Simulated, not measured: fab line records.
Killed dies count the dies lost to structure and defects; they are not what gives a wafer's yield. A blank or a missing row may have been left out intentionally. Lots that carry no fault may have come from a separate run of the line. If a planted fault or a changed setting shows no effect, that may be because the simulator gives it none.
Matching of chambers + flow gf180mcu + GF_V1_CMP_26 on cmp-02: 4 sister chambers
The step polishes, stops on SiO2, t overpolish 15 s, target thk 0 nm. 24 wafers are shown with their chamber, then 12 later ones without.

WAFERS WITH THEIR CHAMBER
| wafer  | chamber | motorCurrentA (A) | timeToEndpointS (s) | slurryFilterDpKPa (kPa) |
|--------|---------|-------------------|---------------------|-------------------------|
| L075.3 | 0       | 11.0              | 85                  | 13.41                   |
| L075.4 | 3       | 11.5              | 81                  | 13.86                   |
| L075.5 | 0       | 11.5              | 85                  | 13.70                   |
| L076.3 | 0       | 11.7              | 88                  | 13.61                   |
| L076.4 | 2       | 12.0              | 93                  | 13.51                   |
| L076.5 | 1       | 13.1              | 87                  | 13.47                   |
| L078.2 | 0       | 11.3              | 88                  | 13.81                   |
| L078.3 | 3       | 11.2              | 86                  | 13.54                   |
| L078.6 | 0       | 11.4              | 91                  | 13.25                   |
| L079.2 | 3       | 11.6              | 82                  | 13.60                   |
| L079.3 | 2       | 11.9              | 85                  | 13.37                   |
| L079.6 | 0       | 11.7              | 84                  | 13.55                   |
| L080.1 | 3       | 11.0              | 79                  | 13.56                   |
| L080.2 | 2       | 11.7              | 80                  | 13.41                   |
| L080.5 | 1       | 12.2              | 82                  | 13.44                   |
| L082.2 | 3       | 11.5              | 83                  | 13.54                   |
| L082.3 | 2       | 12.0              | 84                  | 13.54                   |
| L082.4 | 0       | 11.3              | 84                  | 13.42                   |
| L083.2 | 2       | 11.9              | 83                  | 13.80                   |
| L083.4 | 0       | 11.1              | 82                  | 13.48                   |
| L083.5 | 0       | 11.8              | 81                  | 13.57                   |
| L086.3 | 1       | 12.3              | 81                  | 13.60                   |
| L086.5 | 3       | 10.9              | 78                  | 13.63                   |
| L086.6 | 0       | 11.7              | 81                  | 13.60                   |

SIGNATURES (averages over the wafers above)
| reading           | chamber 0 | chamber 1 | chamber 2 | chamber 3 | scatter within a chamber |
|-------------------|-----------|-----------|-----------|-----------|--------------------------|
| motorCurrentA     | 11.450    | 12.533    | 11.900    | 11.283    | 0.288                    |
| timeToEndpointS   | 84.90     | 83.33     | 85.00     | 81.50     | 3.56                     |
| slurryFilterDpKPa | 13.5400   | 13.5033   | 13.5260   | 13.6217   | 0.147                    |
Rule: for each reading, subtract the chamber's mean from the wafer's reading, divide by that reading's scatter and square the result; add these up over the readings and take the root, which gives the wafer's distance from the chamber. If the next closest chamber is less than 2 further off than the closest, the wafer can't be placed; otherwise it belongs to the closest. The scatter is the square root of a quotient: the sum, over the shown wafers, of each reading's squared deviation from its chamber's mean, divided by wafers minus chambers.

WAFERS WHOSE CHAMBER IS MISSING
| wafer  | motorCurrentA (A) | timeToEndpointS (s) | slurryFilterDpKPa (kPa) |
|--------|-------------------|---------------------|-------------------------|
| L088.1 | 12.6              | 84                  | 13.39                   |
| L088.2 | 12.5              | 86                  | 13.48                   |
| L088.5 | 11.6              | 83                  | 13.56                   |
| L090.2 | 11.0              | 86                  | 13.49                   |
| L090.3 | 12.4              | 91                  | 13.48                   |
| L090.6 | 12.1              | 94                  | 13.59                   |
| L092.1 | 11.0              | 89                  | 13.65                   |
| L092.3 | 11.4              | 91                  | 13.14                   |
| L092.4 | 12.6              | 90                  | 13.46                   |
| L095.2 | 12.6              | 85                  | 13.50                   |
| L095.4 | 12.5              | 86                  | 13.38                   |
| L095.6 | 12.0              | 81                  | 13.50                   |

WHICH CHAMBER EACH ONE RAN IN
| wafer  | from the rows above               | in truth |
|--------|-----------------------------------|----------|
| L088.1 | can't be placed: 1 or 2           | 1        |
| L088.2 | can't be placed: 1 or 2           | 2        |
| L088.5 | can't be placed: 0 or 2 or 3      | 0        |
| L090.2 | can't be placed: 0 or 3 or 2      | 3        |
| L090.3 | can't be placed: 1 or 2 or 0      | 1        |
| L090.6 | can't be placed: 2 or 1 or 0 or 3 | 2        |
| L092.1 | can't be placed: 0 or 3 or 2      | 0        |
| L092.3 | can't be placed: 0 or 2 or 3 or 1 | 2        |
| L092.4 | can't be placed: 1 or 2           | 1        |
| L095.2 | can't be placed: 1 or 2           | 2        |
| L095.4 | can't be placed: 1 or 2           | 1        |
| L095.6 | can't be placed: 2 or 1 or 0 or 3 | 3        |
Placed correctly: 0 of 12. From these rows, 12 cannot be placed; in 12 the true chamber is one of the candidates. Placed wrongly: 0.
